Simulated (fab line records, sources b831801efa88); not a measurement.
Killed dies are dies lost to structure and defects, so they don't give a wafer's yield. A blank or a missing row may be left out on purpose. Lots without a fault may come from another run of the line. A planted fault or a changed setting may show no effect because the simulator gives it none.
fab line records | flow sky130
record lots=13 wafers=39 last_day=50
route steps=708 shown VIA3@594
lots that met no fault: from a run of the same line without faults
start_h: hours from the record's first day to the start of the lot's first wafer shown | wait_h: hours since the lot's step before | " the same as in the row above | L1.1+2: a row that stands for several wafers | - no value, or no start given | * or withheld: withheld | < > ~ a bound
route shown NAME@n: a module of which the file shows steps, and the number in the route of the first | usual: mean/standard deviation of fault-free wafers | same: alike in all rows | chamber/n: place in a boat | sites: the reading at each site | _std_site: their standard deviation | _edge_site: outer sites' mean less inner sites' | radius_mm: how far each site lies from the wafer's centre | mask NAME#n: copy n | behind: the tool/chamber that last shaped the wafer | hold: why the lot was held/for how many hours/how that ended | device: the transistor (n, p or np) that didn't switch | end of line: the same wafers' tests at the end of the route | a step without rows: its recipe alone | killed: dies lost to structure and defects at the first sort, not the wafer's yield | map: a wafer's dies, x killed, . not, _ none there
set.NAME: the setting as run; set.NAME@STEP: as run at that earlier step | model.NAME: the simulator's own value behind a step, which no gauge read
steps of the route over a sample of lots; a table a step, a row a wafer
services: from which hour (start_h, from the record's first day; less than 0 if before it) a tool's chamber was out of use, for how many hours, and why
## steps
# step SKY_VIA3_CVD_21
# recipe material=W target_thk_nm=390 time_s=117.31 temp_c=400 pressure_torr=40
# usual heater_power_w=774/48
# columns lot.wafer tool chamber start_h wait_h heater_power_w
L513.2 cvd_w-02 0 929.69 0.0 737
L513.3 " 1 " " 737
L513.6 " 1 " " 748
L515.2 cvd_w-01 0 947.90 0.0 879
L515.3 " 0 " " 881
L515.6 " 1 " " 749
L517.1 cvd_w-02 1 967.35 0.0 735
L517.2 " 0 " " 776
L517.3 " 1 " " 748
L518.1 cvd_w-01 0 977.23 0.0 886
L518.3 " 0 " " 879
L518.4 " 1 " " 731
L520.1 cvd_w-02 0 983.76 0.0 745
L520.2 " 1 " " 743
L520.3 " 0 " " 775
L522.2 cvd_w-01 0 995.70 0.0 880
L522.4 " 1 " " 727
L522.6 " 0 " " 871
L523.1 cvd_w-01 0 1005.15 0.0 879
L523.5 " 0 " " 871
L523.6 " 1 " " 745
L524.1 cvd_w-02 0 1013.20 0.0 767
L524.4 " 0 " " 760
L524.6 " 0 " " 758
L528.1 cvd_w-01 1 1047.47 0.0 751
L528.3 " 0 " " 885
L528.6 " 0 " " 881
L529.2 cvd_w-01 1 1051.74 0.1 760
L529.3 " 1 " " 746
L529.4 " 1 " " 721
L534.1 cvd_w-02 0 1077.25 0.0 757
L534.4 " 0 " " 765
L534.6 " 0 " " 750
L535.4 cvd_w-02 0 1079.59 0.1 770
L535.5 " 0 " " 764
L535.6 " 1 " " 756
L536.4 cvd_w-02 1 1084.58 0.1 746
L536.5 " 1 " " 784
L536.6 " 0 " " 750
# step SKY_VIA3_RS_MEAS_22
# recipe thk_meas_gauge=four-point-probe reads=W_of_VIA3_CVD_21+TiN_of_VIA3_SPUTTER_20
# usual VIA3_W_RS=0.295/0.0036
# columns lot.wafer tool chamber start_h wait_h VIA3_W_RS[ohm/sq]
L513.2 film_metro-04 - 929.84 0.1 0.300
L513.3 " - " " 0.294
L513.6 " - " " 0.297
L515.2 film_metro-02 - 948.04 0.1 0.296
L515.3 " - " " 0.295
L515.6 " - " " 0.294
L517.1 film_metro-04 - 967.47 0.1 0.296
L517.2 " - " " 0.302
L517.3 " - " " 0.296
L518.1 film_metro-02 - 977.35 0.1 0.297
L518.3 " - " " 0.294
L518.4 " - " " 0.285
L520.1 film_metro-03 - 983.88 0.1 0.301
L520.2 " - " " 0.299
L520.3 " - " " 0.296
L522.2 film_metro-03 - 995.84 0.1 0.295
L522.4 " - " " 0.293
L522.6 " - " " 0.291
L523.1 film_metro-02 - 1005.27 0.1 0.294
L523.5 " - " " 0.293
L523.6 " - " " 0.294
L524.1 film_metro-03 - 1013.32 0.1 0.301
L524.4 " - " " 0.299
L524.6 " - " " 0.298
L528.1 film_metro-04 - 1047.65 0.1 0.157
L528.3 " - " " 0.293
L528.6 " - " " 0.291
L529.2 film_metro-03 - 1051.96 0.2 0.157
L529.3 " - " " 0.157
L529.4 " - " " 0.157
L534.1 film_metro-02 - 1077.37 0.1 0.290
L534.4 " - " " 0.289
L534.6 " - " " 0.293
L535.4 film_metro-04 - 1079.73 0.1 0.296
L535.5 " - " " 0.297
L535.6 " - " " 0.298
L536.4 film_metro-02 - 1084.72 0.1 0.298
L536.5 " - " " 0.296
L536.6 " - " " 0.295
# step SKY_VIA3_THK_MEAS_23
# recipe thk_meas_gauge=xrf reads=W_of_VIA3_CVD_21
# usual VIA3_W_THK=381/6.6
# columns lot.wafer tool chamber start_h wait_h VIA3_W_THK[nm]
L513.2 film_metro-04 - 929.95 0.1 373
L513.3 " - " " 384
L513.6 " - " " 381
L515.2 film_metro-02 - 948.15 0.1 387
L515.3 " - " " 385
L515.6 " - " " 392
L517.1 film_metro-04 - 967.59 0.1 384
L517.2 " - " " 374
L517.3 " - " " 378
L518.1 film_metro-02 - 977.47 0.1 385
L518.3 " - " " 383
L518.4 " - " " 399
L520.1 film_metro-03 - 984.00 0.1 367
L520.2 " - " " 370
L520.3 " - " " 374
L522.2 film_metro-03 - 995.95 0.1 375
L522.4 " - " " 377
L522.6 " - " " 381
L523.1 film_metro-02 - 1005.39 0.1 385
L523.5 " - " " 390
L523.6 " - " " 388
L524.1 film_metro-03 - 1013.44 0.1 370
L524.4 " - " " 370
L524.6 " - " " 373
L528.1 film_metro-04 - 1047.77 0.1 -
L528.3 " - " " 385
L528.6 " - " " 386
L529.2 film_metro-03 - 1052.07 0.1 -
L529.3 " - " " -
L529.4 " - " " -
L534.1 film_metro-02 - 1077.49 0.1 394
L534.4 " - " " 392
L534.6 " - " " 390
L535.4 film_metro-04 - 1079.82 0.1 381
L535.5 " - " " 385
L535.6 " - " " 379
L536.4 film_metro-02 - 1084.81 0.1 384
L536.5 " - " " 389
L536.6 " - " " 383
# step SKY_VIA3_CMP_24
# recipe stop_on=SiO2 t_overpolish_s=20 down_force_psi=3.5 platen_rpm=60 target_thk_nm=0 pad_velocity_m_s=0.94248
# usual motor_current_A=11.3/1.1 retaining_ring_pressure_frac=1.002/0.0051 time_to_endpoint_s=92/5.7
# columns lot.wafer tool chamber start_h wait_h motor_current_A retaining_ring_pressure_frac time_to_endpoint_s
L513.3 cmp-02 0 930.10 0.1 12.0 1.007 99
L513.2 " 1 " " 9.7 1.002 89
L513.6 " 2 " " 12.1 1.004 90
L515.2 cmp-01 0 948.20 0.0 10.6 0.995 83
L515.3 " 3 " " 9.2 1.007 87
L515.6 " 1 " " 13.2 0.996 89
L517.3 cmp-01 3 967.65 0.0 10.3 1.006 82
L517.2 " 0 " " 10.3 1.002 80
L517.1 " 1 " " 12.9 0.997 82
L518.3 cmp-02 1 977.53 0.0 10.6 0.999 90
L518.4 " 2 " " 12.0 1.002 87
L518.1 " 0 " " 12.4 1.003 97
L520.1 cmp-01 2 984.06 0.1 10.5 0.999 98
L520.2 " 3 " " 11.3 1.001 90
L520.3 " 1 " " 13.1 1.000 89
L522.2 cmp-01 0 996.00 0.0 10.6 0.983 87
L522.4 " 2 " " 10.6 1.000 100
L522.6 " 0 " " 10.1 0.991 86
L523.1 cmp-01 0 1005.76 0.4 10.5 0.998 86
L523.6 " 1 " " 12.8 1.010 87
L523.5 " 2 " " 10.9 1.004 98
L524.1 cmp-01 2 1013.50 0.1 10.2 1.006 97
L524.4 " 3 " " 10.4 1.009 93
L524.6 " 3 " " 10.2 1.005 87
L528.3 cmp-02 1 1047.88 0.1 9.9 1.003 92
L528.1 " 3 " " 12.2 0.998 180
L528.6 " 1 " " 10.9 1.000 97
L529.4 cmp-02 1 1052.17 0.1 10.0 0.998 177
L529.2 " 2 " " 11.4 0.999 167
L529.3 " 3 " " 13.3 1.001 180
L534.1 cmp-01 3 1077.65 0.1 10.3 1.002 95
L534.4 " 0 " " 10.5 1.002 90
L534.6 " 2 " " 10.4 1.002 98
L535.4 cmp-01 1 1079.95 0.1 12.8 0.992 84
L535.5 " 3 " " 10.3 1.003 88
L535.6 " 0 " " 10.4 1.003 84
L536.4 cmp-01 3 1084.94 0.1 9.6 1.007 90
L536.6 " 1 " " 12.2 1.007 92
L536.5 " 2 " " 10.6 1.000 102
## services
# columns tool chamber start_h hours kind
cmp-01 - 912.00 4.0 pm
cmp-01 - 916.00 - consumable_replace:conditioner
cmp-01 - 916.00 - consumable_replace:pad
cvd_w-02 0 918.07 - clean
cvd_w-02 1 918.07 - clean
cmp-02 - 924.09 0.6 repair
cmp-01 - 928.78 6.8 pm
cmp-02 - 955.03 1.7 repair
cmp-02 - 956.74 9.2 pm
cvd_w-02 0 975.87 4.4 repair
cvd_w-01 1 1008.71 3.2 repair
cvd_w-01 0 1050.28 17.2 repair
cvd_w-01 - 1076.42 6.9 pm
cmp-02 - 1084.15 4.0 pm
## key
first_sign step=SKY_VIA3_RS_MEAS_22 reading=VIA3_W_RS direction=down sigmas=39 usual=0.295 struck=0.157
effect step=SKY_VIA3_THK_MEAS_23 reading=VIA3_W_THK direction=missing
effect step=SKY_VIA3_CMP_24 reading=time_to_endpoint_s direction=up sigmas=15 usual=* struck=*
met_at SKY_VIA3_CVD_21
struck_lots L528,L529
struck_wafers L528.1,L529.2,L529.3,L529.4
onset_between 1005.15 1047.47
fault kind=process_parameter_drift tool=cvd_w-01 chamber=1 onset_h=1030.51 steps=SKY_VIA3_CVD_21 channel=target_thk_nm offset=334.28 shape=step end_h=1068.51 acts_in=these_recipes_only stated=390
